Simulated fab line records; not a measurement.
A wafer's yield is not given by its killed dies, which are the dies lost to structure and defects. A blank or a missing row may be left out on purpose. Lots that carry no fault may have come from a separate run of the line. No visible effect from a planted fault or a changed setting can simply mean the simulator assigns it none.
The same fault as seen by 2 desks || flow sky130 || only its own numbers are on each desk; what lay behind them is given at the end

== THE TOOL OWNER'S DESK: lpcvd-02 ==
The tool's own readings at SKY_SPACER_CVD_00 (deposits Si3N4 from DCS/NH3, target thk 43.1 nm, time 740 s): means of the sampled wafers that have a number, for each lot that ran on this tool. Marked OUT: a lot whose mean sits more than 4 standard deviations from the usual mean, which makes it out of limits; the brackets give that distance.
Columns: A = pressure-mtorr at SKY_SPACER_CVD_00, usual 250.0 mTorr; B = spike-tc-bottom-C at SKY_SPACER_CVD_00, usual 791.1 C
{"lot": "L507", "first seen here": "day 22 19:31", "A": 250.4, "B": 790.3}
{"lot": "L508", "first seen here": "day 23 07:45", "A": 249.8, "B": 790.5}
{"lot": "L509", "first seen here": "day 23 20:03", "A": 249.7, "B": 790.5}
{"lot": "L510", "first seen here": "day 24 11:01", "A": 250.2, "B": 791.0}
{"lot": "L512", "first seen here": "day 24 21:20", "A": 249.3, "B": 791.5}
{"lot": "L513", "first seen here": "day 25 11:54", "A": 249.9, "B": 792.3}
{"lot": "L522", "first seen here": "day 28 11:18", "A": 250.2, "B": 791.8}
{"lot": "L526", "first seen here": "day 29 12:43", "A": 250.1, "B": 791.1}
{"lot": "L528", "first seen here": "day 30 06:38", "A": 250.4, "B": 791.5}
{"lot": "L529", "first seen here": "day 30 14:22", "A": 249.9, "B": 791.3}
{"lot": "L530", "first seen here": "day 31 14:51", "A": 250.4, "B": 791.5}
This desk found nothing out of limits on any of the 11 lots.

== AT THE METROLOGY DESK ==
Means of the sampled wafers that have a number, per lot and without regard to the tool the lot ran on: this is what the gauges read. Marked OUT: a lot whose mean sits more than 4 standard deviations from the usual mean, which makes it out of limits; the brackets give that distance.
Columns: A = cd-nm at SKY_POLY_CUT_CD_MEAS_08, usual 270.0 nm; B = RES_XHIGH_TW at SKY_RES_XHIGH_TW_MEAS_09, usual 1638
{"lot": "L507", "first seen here": "day 24 03:08", "A": 273.4, "B": 1618}
{"lot": "L508", "first seen here": "day 24 14:49", "A": 270.3, "B": 1657}
{"lot": "L509", "first seen here": "day 25 03:25", "A": 268.6, "B": 1650}
{"lot": "L510", "first seen here": "day 25 17:53", "A": 271.6, "B": 1649}
{"lot": "L512", "first seen here": "day 26 04:22", "A": 268.5, "B": 1652}
{"lot": "L513", "first seen here": "day 26 18:36", "A": 272.3, "B": 1638}
{"lot": "L522", "first seen here": "day 29 17:02", "A": 271.1, "B": 1636}
{"lot": "L526", "first seen here": "day 30 17:46", "A": 269.7, "B": 1624}
{"lot": "L528", "first seen here": "day 31 11:48", "A": 269.3, "B": 1624}
{"lot": "L529", "first seen here": "day 31 19:45", "A": 271.5, "B": 1607}
{"lot": "L530", "first seen here": "day 32 18:37", "A": 271.6, "B": 1646}
This desk found nothing out of limits on any of the 11 lots.

== ALL TOGETHER ==
The desk of the tool owner found nothing out of limits.
Nothing out of limits was seen by the metrology desk.

== WHAT HAD BEEN PUT IN BY THE SIMULATOR ==
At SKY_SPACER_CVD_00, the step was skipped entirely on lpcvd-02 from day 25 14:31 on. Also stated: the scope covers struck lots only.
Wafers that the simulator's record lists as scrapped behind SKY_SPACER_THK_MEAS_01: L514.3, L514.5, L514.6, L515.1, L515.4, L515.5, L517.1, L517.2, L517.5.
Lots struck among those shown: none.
